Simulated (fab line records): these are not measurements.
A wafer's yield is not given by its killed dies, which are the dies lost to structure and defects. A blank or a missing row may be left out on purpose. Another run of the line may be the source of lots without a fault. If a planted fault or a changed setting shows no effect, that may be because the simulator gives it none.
Which tool is to blame? || flow gf180mcu || Sampling: 12 lots, 36 wafers, 4 of 602 route steps

## WHAT EACH GAUGE READ, for each wafer
GF_STI_CD_MEAS_12 targets a cd of 220 nm. Usual: cd-nm reads 220.0 nm (standard deviation 1.1).
{"lot": "L607", "measured": "day 2 03:35", "on": "cd-sem-01", "cd-nm (nm)": "219.2 218.0 218.4", "flag": ""}
{"lot": "L608", "measured": "day 2 07:12", "on": "cd-sem-02", "cd-nm (nm)": "219.1 218.1 219.7", "flag": ""}
{"lot": "L609", "measured": "day 2 12:25", "on": "cd-sem-02", "cd-nm (nm)": "222.4 220.9 220.7", "flag": ""}
{"lot": "L610", "measured": "day 2 16:29", "on": "cd-sem-02", "cd-nm (nm)": "220.5 220.1 221.2", "flag": ""}
{"lot": "L611", "measured": "day 2 23:01", "on": "cd-sem-01", "cd-nm (nm)": "222.1 221.6 221.0", "flag": ""}
{"lot": "L620", "measured": "day 4 20:08", "on": "cd-sem-02", "cd-nm (nm)": "220.3 218.3 220.4", "flag": ""}
{"lot": "L621", "measured": "day 5 03:11", "on": "cd-sem-01", "cd-nm (nm)": "159.6 173.2 181.0 159.8 173.2 181.0", "flag": "OFF"}
{"lot": "L622", "measured": "day 5 07:01", "on": "cd-sem-01", "cd-nm (nm)": "167.0 134.7 162.2 167.0 134.9 162.1", "flag": "OFF"}
{"lot": "L624", "measured": "day 5 17:29", "on": "cd-sem-01", "cd-nm (nm)": "219.1 220.8 221.3", "flag": ""}
{"lot": "L628", "measured": "day 6 14:10", "on": "cd-sem-02", "cd-nm (nm)": "218.8 219.0 219.1", "flag": ""}
{"lot": "L629", "measured": "day 6 19:25", "on": "cd-sem-02", "cd-nm (nm)": "219.6 220.3 221.0", "flag": ""}
{"lot": "L630", "measured": "day 6 23:44", "on": "cd-sem-02", "cd-nm (nm)": "222.1 222.1 220.0", "flag": ""}

GF_V3_CD_MEAS_14 targets a cd of 260 nm. Usual: cd-nm reads 259.9 nm (standard deviation 1.6).
{"lot": "L607", "measured": "day 22 19:08", "on": "cd-sem-01", "cd-nm (nm)": "261.2 261.8 261.2", "flag": ""}
{"lot": "L608", "measured": "day 23 00:41", "on": "cd-sem-01", "cd-nm (nm)": "259.3 260.0 259.6", "flag": ""}
{"lot": "L609", "measured": "day 23 05:52", "on": "cd-sem-02", "cd-nm (nm)": "260.2 260.8 260.5", "flag": ""}
{"lot": "L610", "measured": "day 23 22:53", "on": "cd-sem-02", "cd-nm (nm)": "260.6 261.0 259.6", "flag": ""}
{"lot": "L611", "measured": "day 24 04:49", "on": "cd-sem-02", "cd-nm (nm)": "258.0 256.9 258.3", "flag": ""}
{"lot": "L620", "measured": "day 26 19:47", "on": "cd-sem-01", "cd-nm (nm)": "257.1 256.9 255.9", "flag": ""}
{"lot": "L621", "measured": "day 27 10:46", "on": "cd-sem-01", "cd-nm (nm)": 260.7, "flag": ""}
{"lot": "L624", "measured": "day 28 06:54", "on": "cd-sem-01", "cd-nm (nm)": "261.1 260.3 260.4", "flag": ""}
{"lot": "L628", "measured": "day 29 06:13", "on": "cd-sem-01", "cd-nm (nm)": "258.1 256.7 256.9", "flag": ""}
{"lot": "L629", "measured": "day 29 14:29", "on": "cd-sem-02", "cd-nm (nm)": "260.4 258.9 259.9", "flag": ""}
{"lot": "L630", "measured": "day 29 20:42", "on": "cd-sem-02", "cd-nm (nm)": "260.9 260.5 261.4", "flag": ""}

GF_M4_RS_MEAS_05: a four-point-probe measurement. Usual: M4_ALCU_RS typically reads 0.0694 ohm/sq, with standard deviation 0.00084.
{"lot": "L607", "measured": "day 22 20:57", "on": "film-metro-03", "M4_ALCU_RS (ohm/sq)": "0.0686 0.0689 0.0704", "flag": ""}
{"lot": "L608", "measured": "day 23 02:25", "on": "film-metro-02", "M4_ALCU_RS (ohm/sq)": "0.0693 0.0690 0.0694", "flag": ""}
{"lot": "L609", "measured": "day 23 07:36", "on": "film-metro-02", "M4_ALCU_RS (ohm/sq)": "0.0701 0.0712 0.0707", "flag": ""}
{"lot": "L610", "measured": "day 24 00:37", "on": "film-metro-02", "M4_ALCU_RS (ohm/sq)": "0.0698 0.0698 0.0688", "flag": ""}
{"lot": "L611", "measured": "day 24 06:32", "on": "film-metro-02", "M4_ALCU_RS (ohm/sq)": "0.0690 0.0690 0.0692", "flag": ""}
{"lot": "L620", "measured": "day 26 21:32", "on": "film-metro-02", "M4_ALCU_RS (ohm/sq)": "0.0697 0.0696 0.0690", "flag": ""}
{"lot": "L621", "measured": "day 27 12:34", "on": "film-metro-04", "M4_ALCU_RS (ohm/sq)": 0.0689, "flag": ""}
{"lot": "L624", "measured": "day 28 08:40", "on": "film-metro-03", "M4_ALCU_RS (ohm/sq)": "0.0686 0.0692 0.0683", "flag": ""}
{"lot": "L628", "measured": "day 29 07:59", "on": "film-metro-03", "M4_ALCU_RS (ohm/sq)": "0.0693 0.0697 0.0696", "flag": ""}
{"lot": "L629", "measured": "day 29 16:14", "on": "film-metro-02", "M4_ALCU_RS (ohm/sq)": "0.0700 0.0700 0.0702", "flag": ""}
{"lot": "L630", "measured": "day 29 22:28", "on": "film-metro-04", "M4_ALCU_RS (ohm/sq)": "0.0688 0.0697 0.0682", "flag": ""}

## EACH LOT AND THE TOOL THAT RAN IT (in order: tool; ch and the chambers of the sampled wafers; start)
{"lot": "L607", "GF_STI_EXPOSE_09": "krf-scanner-02 ch 0, day 1 21:38"}
{"lot": "L608", "GF_STI_EXPOSE_09": "krf-scanner-02 ch 0, day 2 01:14"}
{"lot": "L609", "GF_STI_EXPOSE_09": "krf-scanner-02 ch 0, day 2 06:37"}
{"lot": "L610", "GF_STI_EXPOSE_09": "krf-scanner-02 ch 0, day 2 10:41"}
{"lot": "L611", "GF_STI_EXPOSE_09": "krf-scanner-01 ch 0, day 2 16:20"}
{"lot": "L620", "GF_STI_EXPOSE_09": "krf-scanner-02 ch 0, day 4 13:02"}
{"lot": "L621", "GF_STI_EXPOSE_09": "krf-scanner-01 ch 0, day 4 19:57"}
{"lot": "L622", "GF_STI_EXPOSE_09": "krf-scanner-01 ch 0, day 4 23:55"}
{"lot": "L624", "GF_STI_EXPOSE_09": "krf-scanner-02 ch 0, day 5 10:46"}
{"lot": "L628", "GF_STI_EXPOSE_09": "krf-scanner-02 ch 0, day 6 06:27"}
{"lot": "L629", "GF_STI_EXPOSE_09": "krf-scanner-02 ch 0, day 6 11:25"}
{"lot": "L630", "GF_STI_EXPOSE_09": "krf-scanner-02 ch 0, day 6 16:23"}
- GF_STI_EXPOSE_09: exposes mask COMP, target cd 220 nm.

## WHAT THE TOOLS THEMSELVES READ (means of the sampled wafers that have a number; where no wafer has one, the mark that the record gives instead)
GF_STI_EXPOSE_09. Usual: stage-vel-mm-s 500.02 mm/s, standard deviation 0.27.
{"lot": "L607", "tool": "krf-scanner-02", "stage-vel-mm-s (mm/s)": 500.01, "flag": ""}
{"lot": "L608", "tool": "krf-scanner-02", "stage-vel-mm-s (mm/s)": 499.70, "flag": ""}
{"lot": "L609", "tool": "krf-scanner-02", "stage-vel-mm-s (mm/s)": 500.05, "flag": ""}
{"lot": "L610", "tool": "krf-scanner-02", "stage-vel-mm-s (mm/s)": 500.17, "flag": ""}
{"lot": "L611", "tool": "krf-scanner-01", "stage-vel-mm-s (mm/s)": 500.02, "flag": ""}
{"lot": "L620", "tool": "krf-scanner-02", "stage-vel-mm-s (mm/s)": 499.97, "flag": ""}
{"lot": "L621", "tool": "krf-scanner-01", "stage-vel-mm-s (mm/s)": 500.13, "flag": ""}
{"lot": "L622", "tool": "krf-scanner-01", "stage-vel-mm-s (mm/s)": 500.43, "flag": ""}
{"lot": "L624", "tool": "krf-scanner-02", "stage-vel-mm-s (mm/s)": 500.30, "flag": ""}
{"lot": "L628", "tool": "krf-scanner-02", "stage-vel-mm-s (mm/s)": 499.92, "flag": ""}
{"lot": "L629", "tool": "krf-scanner-02", "stage-vel-mm-s (mm/s)": 500.00, "flag": ""}
{"lot": "L630", "tool": "krf-scanner-02", "stage-vel-mm-s (mm/s)": 500.16, "flag": ""}

## THE ANSWER, worked out from the rows above alone
Rule: a lot is off if the mean of its wafers that have a number lies more than 3 standard deviations from the usual mean. A lot without any number at a reading at which 4 lots or more have one is off too. The other lots that the step has rows for count as sound. After the gauges, taken in route order, come the tools' own readings; for these a lot's mean is taken, as printed above. The first step at which some lot is off is used, and at that step the reading that is off furthest; a lot without a number counts as furthest.
Off at GF_STI_CD_MEAS_12 (cd-nm): L621, L622.
If a tool, at a process step before that reading, ran all the lots that are off and no sound lot after the first of them, it fits. The gauges at GF_STI_CD_MEAS_12 are tried like those tools. One candidate fits, namely krf-scanner-01 at GF_STI_EXPOSE_09. A fault onset in the window from L611 (day 2 16:20, its last sound lot) to L621 (day 4 19:57, its first lot off) fits.

## WHAT WAS PUT IN BY THE SIMULATOR
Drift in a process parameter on krf-scanner-01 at GF_STI_EXPOSE_09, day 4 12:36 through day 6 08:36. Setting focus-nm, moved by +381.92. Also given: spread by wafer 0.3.
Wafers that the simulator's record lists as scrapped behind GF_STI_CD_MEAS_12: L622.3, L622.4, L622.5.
Shown lots that were struck: L621, L622. The rule given above showed the same thing.
